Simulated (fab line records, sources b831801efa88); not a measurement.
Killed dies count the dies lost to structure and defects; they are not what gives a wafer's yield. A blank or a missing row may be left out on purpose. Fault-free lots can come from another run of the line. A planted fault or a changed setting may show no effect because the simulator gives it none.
Check of tool commonality    flow gf180mcu    13 lots and 45 wafers in the sample

## REASON IT WAS OPENED
2 of 13 lots carry a flag on the reading VT_IMPLANT_4_TW at GF_VT_IMPLANT_TW_MEAS_43. Wafers without a fault read 690, standard deviation 6.7.
Rule: a lot is flagged in two cases, either no wafer of it has a number, or all its wafers with numbers fall more than 4 standard deviations from that mean. The rest of the lots are taken to be sound.

lot   measured      on            VT_IMPLANT_4_TW, wafer by wafer  flag
L756  day 8 04:34   filmMetro-02  692 690 690                      
L758  day 8 14:27   filmMetro-02  695 693 692                      
L759  day 9 02:56   filmMetro-04  691 690 690                      
L760  day 9 04:33   filmMetro-04  692 692 689                      
L761  day 9 12:41   filmMetro-04  691 691 690                      
L763  day 9 22:42   filmMetro-02  619 622 621 624 623 621          FLAGGED
L765  day 10 14:41  filmMetro-04  617 619 617 616 613 616          FLAGGED
L770  day 11 23:46  filmMetro-01  686 682 682                      
L771  day 12 06:11  filmMetro-02  697 697 700                      
L772  day 12 12:32  filmMetro-04  695 696 691                      
L774  day 13 05:17  filmMetro-01  676 683 683                      
L775  day 13 08:46  filmMetro-01  680 683 683                      
L776  day 13 18:56  filmMetro-01  680 682 681                      
The numbers of the flagged lots are 619 on average: -71 against the usual, or -11 standard deviations.

## WHICH TOOL EACH LOT WENT THROUGH
The record holds 2 process steps before the reading, out of a route of 602 steps. Read each cell as the tool, then ch plus the chambers that the sampled wafers visited, then the start.
lot   flag     GF_VT_IMPLANT_STRIP_09               GF_VT_IMPLANT_IMPLANT_41
L756           plasmaAsher-02 ch 0,1, day 6 05:34   implanter-04 ch 0, day 8 04:20
L758           plasmaAsher-04 ch 0,1, day 6 14:35   implanter-04 ch 0, day 8 14:13
L759           plasmaAsher-02 ch 0,1, day 7 02:14   implanter-02 ch 0, day 9 02:41
L760           plasmaAsher-02 ch 0,1, day 7 03:32   implanter-02 ch 0, day 9 04:20
L761           plasmaAsher-02 ch 0,1, day 7 11:17   implanter-02 ch 0, day 9 12:26
L763  FLAGGED  plasmaAsher-04 ch 0,1, day 7 20:32   implanter-02 ch 0, day 9 22:29
L765  FLAGGED  plasmaAsher-02 ch 0,1, day 8 10:26   implanter-02 ch 0, day 10 14:27
L770           plasmaAsher-01 ch 0,1, day 9 17:44   implanter-01 ch 0, day 11 23:31
L771           plasmaAsher-02 ch 0,1, day 9 22:17   implanter-04 ch 0, day 12 05:56
L772           plasmaAsher-02 ch 0,1, day 10 04:07  implanter-01 ch 0, day 12 12:19
L774           plasmaAsher-04 ch 0,1, day 10 19:14  implanter-04 ch 0, day 13 05:03
L775           plasmaAsher-04 ch 0,1, day 10 22:41  implanter-01 ch 0, day 13 08:31
L776           plasmaAsher-02 ch 0,1, day 11 08:32  implanter-01 ch 0, day 13 18:43
These steps, and what they do:
- GF_VT_IMPLANT_STRIP_09: strips in O2/N2.
- GF_VT_IMPLANT_IMPLANT_41
- GF_VT_IMPLANT_TW_MEAS_43

## FLAGGED OVER TOTAL, TOOL BY TOOL (the gauges that took the reading come last)
step                      tool            lots run  flagged  share of the flagged lots  sound lots run after its first flagged lot
GF_VT_IMPLANT_STRIP_09    plasmaAsher-01  1         0        none                       -
GF_VT_IMPLANT_STRIP_09    plasmaAsher-02  8         1        some                       3 (L771,L772,L776)
GF_VT_IMPLANT_STRIP_09    plasmaAsher-04  4         1        some                       2 (L774,L775)
GF_VT_IMPLANT_IMPLANT_41  implanter-01    4         0        none                       -
GF_VT_IMPLANT_IMPLANT_41  implanter-02    5         2        all                        0
GF_VT_IMPLANT_IMPLANT_41  implanter-04    4         0        none                       -
GF_VT_IMPLANT_TW_MEAS_43  filmMetro-01    4         0        none                       -
GF_VT_IMPLANT_TW_MEAS_43  filmMetro-02    4         1        some                       1 (L771)
GF_VT_IMPLANT_TW_MEAS_43  filmMetro-04    5         1        some                       1 (L772)

## WHAT THE TABLE ALLOWS
All flagged lots share 1 row of the table, namely implanter-02 at GF_VT_IMPLANT_IMPLANT_41.
- implanter-02 at GF_VT_IMPLANT_IMPLANT_41 ran 5 lots, 2 of them flagged. A fault beginning between L761 (day 9 12:26), its last sound lot, and L763 (day 9 22:29), its first flagged one, fits the data. Its own readings lie more than 4 standard deviations out on every wafer of the flagged lots: tiltDeg.
Left over: one tool, implanter-02 at GF_VT_IMPLANT_IMPLANT_41.

## WHAT THE SIMULATOR HAD PUT IN
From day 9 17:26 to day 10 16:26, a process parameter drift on implanter-02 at GF_VT_IMPLANT_IMPLANT_41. From 7, the setting tiltDeg moved by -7. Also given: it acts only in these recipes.
Lots struck among those shown: L763, L765. The rule above found the same.
